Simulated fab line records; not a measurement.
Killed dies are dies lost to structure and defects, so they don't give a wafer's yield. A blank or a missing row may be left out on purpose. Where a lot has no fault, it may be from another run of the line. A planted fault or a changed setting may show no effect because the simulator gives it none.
Check for tools in common -- flow sky130 -- 13 lots, 39 wafers sampled

WHY IT WAS OPENED
SKY_PWDE_TW_MEAS_10, reading PWDE_TW: flagged on 1 of 13 lots. Fault-free wafers read 373.0, with a standard deviation of 2.6.
Rule: flag the lot when none of its wafers has a number, or when each of its wafers that has one lies beyond 4 standard deviations from that mean. All remaining lots are regarded as sound.

lot,measured,on,"PWDE_TW, wafer by wafer",flag
L836,day 3 20:50,film metro-04,374.7 375.4 377.2,
L837,day 4 03:39,film metro-01,371.2 372.9 368.2,
L839,day 4 11:18,film metro-01,373.3 372.4 372.2,
L843,day 5 20:44,film metro-02,376.6 375.1 379.3,
L844,day 6 14:55,film metro-04,370.1 370.4 371.4,
L846,day 6 15:20,film metro-02,375.6 371.9 374.2,
L848,day 7 10:21,film metro-01,370.3 369.9 369.8,
L847,day 7 10:59,film metro-02,29.8 29.9 30.0,FLAGGED
L849,day 7 18:23,film metro-04,370.1 372.6 371.6,
L851,day 8 00:58,film metro-02,372.8 374.8 373.9,
L853,day 8 10:01,film metro-02,373.6 372.7 374.9,
L857,day 8 23:59,film metro-02,371.6 370.2 375.6,
L859,day 9 09:06,film metro-02,378.3 378.9 378.5,
On average the flagged lots read 29.9, which is -343.1 against the usual, or -99 or more standard deviations.

EACH LOT AND THE TOOL IT RAN ON
Before the reading, the record contains 2 process steps out of a 708-step route. Read each cell as the tool, then ch plus the chambers that the sampled wafers visited, then the start.
lot,flag,SKY_FIELD_ISO_ETCH_14,SKY_PWDE_EXPOSE_04
L836,,"rie diel-03 ch 1,2,3, day 2 06:11","iline stepper-01 ch 0, day 3 12:35"
L837,,"rie diel-02 ch 0,1,3, day 2 10:07","iline stepper-01 ch 0, day 3 19:58"
L839,,"rie diel-02 ch 0,3, day 2 20:07","iline stepper-02 ch 0, day 4 03:02"
L843,,"rie diel-02 ch 1,2, day 3 17:47","iline stepper-01 ch 0, day 5 11:56"
L844,,"rie diel-02 ch 0,1, day 3 22:35","iline stepper-01 ch 0, day 6 05:37"
L846,,"rie diel-03 ch 0,1, day 4 07:43","iline stepper-02 ch 0, day 6 06:23"
L848,,"rie diel-02 ch 0,2, day 4 18:49","iline stepper-02 ch 0, day 7 00:28"
L847,FLAGGED,"rie diel-04 ch 0,1,3, day 4 18:28","iline stepper-01 ch 0, day 7 01:15"
L849,,"rie diel-04 ch 0,1,2, day 5 06:37","iline stepper-01 ch 0, day 7 08:42"
L851,,"rie diel-04 ch 0,1,3, day 5 17:14","iline stepper-02 ch 0, day 7 14:43"
L853,,"rie diel-02 ch 0,2,3, day 6 05:59","iline stepper-01 ch 0, day 7 23:29"
L857,,"rie diel-02 ch 0,2, day 6 23:19","iline stepper-01 ch 0, day 8 13:12"
L859,,"rie diel-02 ch 1,2,3, day 7 07:47","iline stepper-02 ch 0, day 8 22:22"
These steps, and what they do:
- SKY_FIELD_ISO_ETCH_14: etches BARC in N2/H2, stops on SiO2, time 45.9 s, target depth 60 nm.
- SKY_PWDE_EXPOSE_04: exposes mask PWDEM, target cd 840 nm.
- SKY_PWDE_TW_MEAS_10

FLAGGED AGAINST TOTAL, ONE TOOL AT A TIME (gauges that did the reading follow at the end)
step,tool,lots run,flagged,share of the flagged lots,sound lots run after its first flagged lot
SKY_FIELD_ISO_ETCH_14,rie diel-02,8,0,none,-
SKY_FIELD_ISO_ETCH_14,rie diel-03,2,0,none,-
SKY_FIELD_ISO_ETCH_14,rie diel-04,3,1,all,"2 (L849,L851)"
SKY_PWDE_EXPOSE_04,iline stepper-01,8,1,all,"3 (L849,L853,L857)"
SKY_PWDE_EXPOSE_04,iline stepper-02,5,0,none,-
SKY_PWDE_TW_MEAS_10,film metro-01,3,0,none,-
SKY_PWDE_TW_MEAS_10,film metro-02,7,1,all,"4 (L851,L853,L857,L859)"
SKY_PWDE_TW_MEAS_10,film metro-04,3,0,none,-

WHAT THE TABLE ALLOWS
In the table, 3 rows ran each flagged lot (rie diel-04 at SKY_FIELD_ISO_ETCH_14; iline stepper-01 at SKY_PWDE_EXPOSE_04; film metro-02 at SKY_PWDE_TW_MEAS_10).
- rie diel-04 at SKY_FIELD_ISO_ETCH_14 ran 3 lots, 1 of them flagged. Lots that were sound ran on it after the first flagged one (L849, L851); a persistent fault on the entire tool would not allow that.
- iline stepper-01 at SKY_PWDE_EXPOSE_04 ran 8 lots, 1 of them flagged. Lots that were sound ran on it after the first flagged one (L849, L853, L857); a persistent fault on the entire tool would not allow that.
- film metro-02 at SKY_PWDE_TW_MEAS_10 ran 7 lots, 1 of them flagged. Lots that were sound ran on it after the first flagged one (L851, L853, L857, L859); a persistent fault on the entire tool would not allow that.
No row of the table ran every flagged lot and no sound lot after the first.

WHAT THE SIMULATOR HAD PUT IN
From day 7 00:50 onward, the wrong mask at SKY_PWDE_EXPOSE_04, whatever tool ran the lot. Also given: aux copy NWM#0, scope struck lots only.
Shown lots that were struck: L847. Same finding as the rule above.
